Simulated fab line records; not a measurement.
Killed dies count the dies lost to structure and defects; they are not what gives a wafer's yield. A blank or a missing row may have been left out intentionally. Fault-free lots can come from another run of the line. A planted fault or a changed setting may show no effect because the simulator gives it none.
8D (eight disciplines) problem report, filled in by code -- flow sky130 -- the parts of the form that need people (team, actions taken, sign-off) are left out

== 1. THE PROBLEM ==
Mean SD_N_RS at SKY_SD_N_RS_MEAS_16: 77.41 ohm/sq over 6 wafers in 2 lots; fault-free wafers: 68.48 ohm/sq, standard deviation 0.13. Measured from the usual mean, that is +69 standard deviations.
The step: measures by four-point-probe.
First seen on wafer L704.3, day 33 18:53, on filmMetro-01. The record has a number at this step for 30 wafers belonging to 10 lots. By rule, "out" or "out of limits" means more than 4 standard deviations away from the usual mean. Any other wafer with a number is counted as sound.

== 2. WHAT IT IS AND WHAT IT IS NOT ==
question,is,is not
which readings at this step,SD_N_RS,-
which lots,"L704, L706","L688, L692, L693, L694, L696, L700, L707, L710"
which wafers of those lots,all that have a number,-
read on which gauges,"filmMetro-01, filmMetro-02",filmMetro-04
when,from day 33 18:53,"up to then (18 sound wafers); but 6 sound wafers of L707, L710 came after"

== 3. SUSPECTS, AND WHAT RULES EACH OUT ==
Counting: a tool stays on the suspect list if, at a process step up to the reading, it processed all lots that are out and no sound lot following the first of them.
- ruled out: the gauge at SKY_SD_N_RS_MEAS_16. 2 gauges (filmMetro-01, filmMetro-02) read the wafers that are out.
- rieDiel-01 at SKY_POLY_CUT_ETCH_10 (etches BARC in N2/H2, stops on SiO2, time 45.9 s, target depth 60 nm): ruled out as a lasting fault. Following L704 (day 30 08:12), the first lot on it that is out, the sound lots L707 were run on it.
- implanter-01 at SKY_SD_N_IMPLANT_09: kept. All lots that are out passed through it, beginning with L704 at day 33 18:13, and no sound lot followed; its final sound lot before that point was L693 at day 30 06:44. Its own beamOnS, doseIonsCm2 readings are out on those wafers.
Left after counting: implanter-01 at SKY_SD_N_IMPLANT_09.

== 4. THE CAUSE (what the simulator had put in) ==
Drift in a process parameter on implanter-01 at SKY_SD_N_IMPLANT_09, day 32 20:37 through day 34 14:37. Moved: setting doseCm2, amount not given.
This tool alone remained once counting was done.

== 5. THE EFFECT CHAIN, in route order ==
Each row: a reading whose mean over the struck wafers that have a number lies more than 3 standard deviations from the usual. Only readings for which the record gives a usual standard deviation are gone through. hours: the time from each lot's start at the first step in this table that gives one to its start at this step, as a median over the lots. sigmas: the change in usual standard deviations.
hours,step,reading,usual,on struck wafers,change,sigmas
0,SKY_SD_N_IMPLANT_09,beamOnS,18.3 s,10.1,-8.2,-5.2
0,SKY_SD_N_IMPLANT_09,doseIonsCm2,4e+15,2e+15,-2e+15,-99 or more
0,SKY_SD_N_STRIP_11,oesProductAu,0.528 a.u.,0.563,+0.035,+8.2
0,SKY_SD_N_STRIP_11,stripTimeToEndpointS,22.55 s,20.22,-2.33,-56
0,SKY_SD_N_TW_MEAS_12,SD_N_TW,4006,3902,-104,-3.2
1,SKY_SD_N_RS_MEAS_16,SD_N_RS,68.48 ohm/sq,77.41,+8.93,+69
The process steps in it:
- SKY_SD_N_IMPLANT_09
- SKY_SD_N_STRIP_11: strips in O2/N2.

== 6. HOW IT WOULD HAVE BEEN CAUGHT EARLIER ==
In this record the first reading out of limits at a measuring or inspecting step was taken at day 33 18:53, 22 hours after the fault began at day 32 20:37.
At SKY_SD_N_IMPLANT_09, the tool's own readings (beamOnS, doseIonsCm2) were out on each struck wafer the step has a row for, so an alarm limit on them would have fired on the first such wafer.
Lots out: 2; of these, L706 started SKY_SD_N_IMPLANT_09 on implanter-01 after day 33 18:53. Putting the tool on hold at that point would have spared it.
